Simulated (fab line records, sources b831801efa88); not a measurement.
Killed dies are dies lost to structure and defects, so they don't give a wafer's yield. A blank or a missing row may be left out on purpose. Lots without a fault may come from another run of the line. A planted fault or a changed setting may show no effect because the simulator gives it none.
A struck lot beside a sound one | flow sky130 | 15 steps out of a route of 708
Sound: wafers L643.2, L643.5, L643.6. Struck: wafers L634.1, L634.2, L634.4. The cause comes at the end.
At each step with rows: each side's tool, then ch and its chambers, then its first start. Under that, the readings that differ: sound wafers | struck wafers | difference of the means | sigmas: that difference in standard deviations of wafers without a fault.
alike: readings whose means differ by less than 2 such deviations, and words and numbers that are the same on both sides. not compared: withheld readings, readings that some wafer has no value for, bounds like >300 that may hide the same value, and numbers for which the record gives no deviation and whose values overlap.
The two part at a step that has a row with sigmas, a row that says differs or no value, or rows on one side only. Numbers that don't overlap but have no deviation are shown without sigmas and don't part them. A reading that every wafer of one side lacks parts them only if that side has two wafers or more.

first, 6 steps without rows for these wafers: SKY_VIA4_HMDS_05 (prime time 60 s); SKY_VIA4_COAT_06 (resist thk 1140 nm); SKY_VIA4_SOFTBAKE_07 (time 60 s); SKY_VIA4_EXPOSE_08 (exposes mask VIM4, target cd 800 nm); SKY_VIA4_PEB_09; SKY_VIA4_DEVELOP_10 (develop time 60 s).
SKY_VIA4_OVL_MEAS_11:
  sound on overlay-01, day 47 14:58; struck on overlay-01, day 45 16:44
  alike: VIA4_OVL
SKY_VIA4_ETCH_12: etches SiO2 in C4F8/O2/Ar, stops on TiN, target depth 580 nm.
  sound on rie_diel-01 ch 0,1,2, day 47 15:00; struck on rie_diel-02 ch 1,2,3, day 45 16:46
  alike: oes_product_au
SKY_VIA4_STRIP_13: strips in O2/N2.
  sound on plasma_asher-03 ch 0,1, day 47 15:04; struck on plasma_asher-04 ch 0,1, day 45 16:50
  alike: drypump_motor_current_A, oes_product_au, strip_time_to_endpoint_s
  not compared: rf_hours_counter_h
then, 3 steps without rows for these wafers: SKY_VIA4_STRIP_14 (strips in post etch residue remover, time 1200 s); SKY_VIA4_CLEAN_15 (cleans in IPA, time 180 s); SKY_VIA4_CLEAN_16 (cleans in O3/DIW).
SKY_VIA4_SPUTTER_17: material TiN, target thk 20 nm, time 80 s.
  sound on pvd_sputter-01, day 47 15:58; struck on pvd_sputter-03, day 45 17:26
  no value came back on the struck wafers for cathode_dc_power_W (W), chamber_pressure_pa (Pa), throttle_valve_pct (%); on the sound wafers cathode_dc_power_W (W) reads 3999.9 3999.9 4000.1
SKY_VIA4_CVD_18: deposits W, target thk 505 nm, time 152.14 s.
  sound on cvd_w-02 ch 0,1, day 47 16:01; struck on cvd_w-01 ch 0,1, day 45 17:30
  alike: heater_power_w
-- the record jumps here: 3 days lie between the struck wafers' starts before and after (it left off in module VIA4 and takes up again in module PAD_OPEN, whose first step shown is number 708 of the route) --
SKY_PAD_OPEN_PROBE_99:
  sound on prober-01, day 50 02:34; struck on prober-01, day 48 10:15
  reading                  | sound          | struck         | difference | sigmas
  defect_limited_yield (%) | 83.5 79.7 82.3 | 0 0 0          | -82        | -43
  killed_at_M4_up          | 0 4 0          | 410 403 413    | +407       | +99 or more
  killed_dies              | 81 100 87      | 492 492 492    | +403       | +44
  killed_on_rim            | 16 16 17       | 96 96 96       | +80        | +20
  sort_bin_5_function (%)  | 10.6 12.4 12.2 | 93.1 93.9 92.7 | +81.5      | +54
  sort_n_pass              | 411 392 405    | 0 0 0          | -403       | -44
  sort_yield_pct (%)       | 83.5 79.7 82.3 | 0 0 0          | -82        | -43
  alike: killed_at_M0_to_M3, killed_at_contacts, killed_at_front_end, killed_at_other, killed_open, killed_short, sort_bin_3_pad_short, sort_bin_6_memory

WHERE THEY PART
First at SKY_VIA4_SPUTTER_17; last, within this record, at SKY_PAD_OPEN_PROBE_99.

WHY: what the simulator had put in
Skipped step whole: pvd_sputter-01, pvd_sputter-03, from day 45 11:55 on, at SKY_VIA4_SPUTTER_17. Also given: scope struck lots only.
